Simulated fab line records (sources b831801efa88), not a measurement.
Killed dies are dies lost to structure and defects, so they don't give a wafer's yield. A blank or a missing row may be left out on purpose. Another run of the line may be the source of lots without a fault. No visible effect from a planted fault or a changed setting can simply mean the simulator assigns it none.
Lot-split experiment + flow sky130 + 5 lots, 23 wafers read, on a route of 708 steps

ON THE SPLIT
At SKY_POLY_GATE_IMPLANT_02, the setting energy_kev was moved away from the recipe's 30 on 9 of the 23 wafers read, by -2.1% to -1.6%. For the rest of the wafers, this setting stayed at what the recipe calls for.

The reading is taken at the split's own step.

THE READING
In nm, at SKY_POLY_GATE_IMPLANT_02: implant.drp_nm, which is the simulator's own figure and was read by no gauge. The file gives no usual value for it.

| wafer  | tool, chamber at the split | energy_kev as run | against the recipe | implant.drp_nm, nm | against lot-mates on the recipe |
|--------|----------------------------|-------------------|--------------------|--------------------|---------------------------------|
| L075.1 | implanter-04, 0            | 30                | recipe             | 16.6               | -                               |
| L075.2 | implanter-04, 0            | 30                | recipe             | 16.6               | -                               |
| L075.6 | implanter-04, 0            | 30                | recipe             | 16.6               | -                               |
| L074.1 | implanter-04, 0            | 29.38             | -2.1%              | 16.39              | -0.21                           |
| L074.2 | implanter-04, 0            | 29.38             | -2.1%              | 16.39              | -0.21                           |
| L074.6 | implanter-04, 0            | 29.38             | -2.1%              | 16.39              | -0.21                           |
| L074.3 | implanter-04, 0            | 30                | recipe             | 16.6               | -                               |
| L074.4 | implanter-04, 0            | 30                | recipe             | 16.6               | -                               |
| L077.1 | implanter-03, 0            | 30                | recipe             | 16.6               | -                               |
| L077.2 | implanter-03, 0            | 30                | recipe             | 16.6               | -                               |
| L077.4 | implanter-03, 0            | 30                | recipe             | 16.6               | -                               |
| L077.5 | implanter-03, 0            | 30                | recipe             | 16.6               | -                               |
| L077.6 | implanter-03, 0            | 30                | recipe             | 16.6               | -                               |
| L079.1 | implanter-04, 0            | 29.51             | -1.6%              | 16.44              | -0.16                           |
| L079.2 | implanter-04, 0            | 29.51             | -1.6%              | 16.44              | -0.16                           |
| L079.5 | implanter-04, 0            | 29.51             | -1.6%              | 16.44              | -0.16                           |
| L079.4 | implanter-04, 0            | 30                | recipe             | 16.6               | -                               |
| L079.6 | implanter-04, 0            | 30                | recipe             | 16.6               | -                               |
| L083.1 | implanter-03, 0            | 30                | recipe             | 16.6               | -                               |
| L083.5 | implanter-03, 0            | 30                | recipe             | 16.6               | -                               |
| L083.2 | implanter-03, 0            | 29.49             | -1.7%              | 16.43              | -0.17                           |
| L083.4 | implanter-03, 0            | 29.49             | -1.7%              | 16.43              | -0.17                           |
| L083.6 | implanter-03, 0            | 29.49             | -1.7%              | 16.43              | -0.17                           |

FIT RESULTS
A straight line over all 23 wafers: implant.drp_nm changes by +0.1 nm for each +1% of energy_kev; r = +1.00; the points scatter about the line by 0.0018 nm.
The same after taking each lot's own level away (the mean of its wafers on the recipe; 23 wafers): +0.1 nm for each +1%; r = +1.00; scatter 0.0018 nm.
On that fit, the largest move of energy_kev shifts the reading by 0.21 nm.
The lots' own levels span 16.600 to 16.600 nm.
Consequently the slope shifts little with the lot-to-lot level, the two slopes agreeing.
Check: with one of the wafers moved furthest among these (-2.1%) left out of the fit, the line predicts -0.206 nm for it against its lot-mates. Against them it came out at -0.21 nm.

THE WHOLE CHAIN: every reading that the file lists as answering this split, in the file's order
| step                     | what it does    | reading                                                         | change (the file's fit)               | r (the file's) |
|--------------------------|-----------------|-----------------------------------------------------------------|---------------------------------------|----------------|
| SKY_POLY_GATE_IMPLANT_02 |                 | implant.drp_nm (the simulator's own value, which no gauge read) | +0.101 nm for each +1% of the setting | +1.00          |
| SKY_RES_PROTECT_STRIP_07 | strips in O2/N2 | strip_time_to_endpoint_s                                        | withheld for each +1% of the setting  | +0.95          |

FILE'S OWN FIT
implant.drp_nm changes by +0.101 nm for each +1% of energy_kev, r = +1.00.
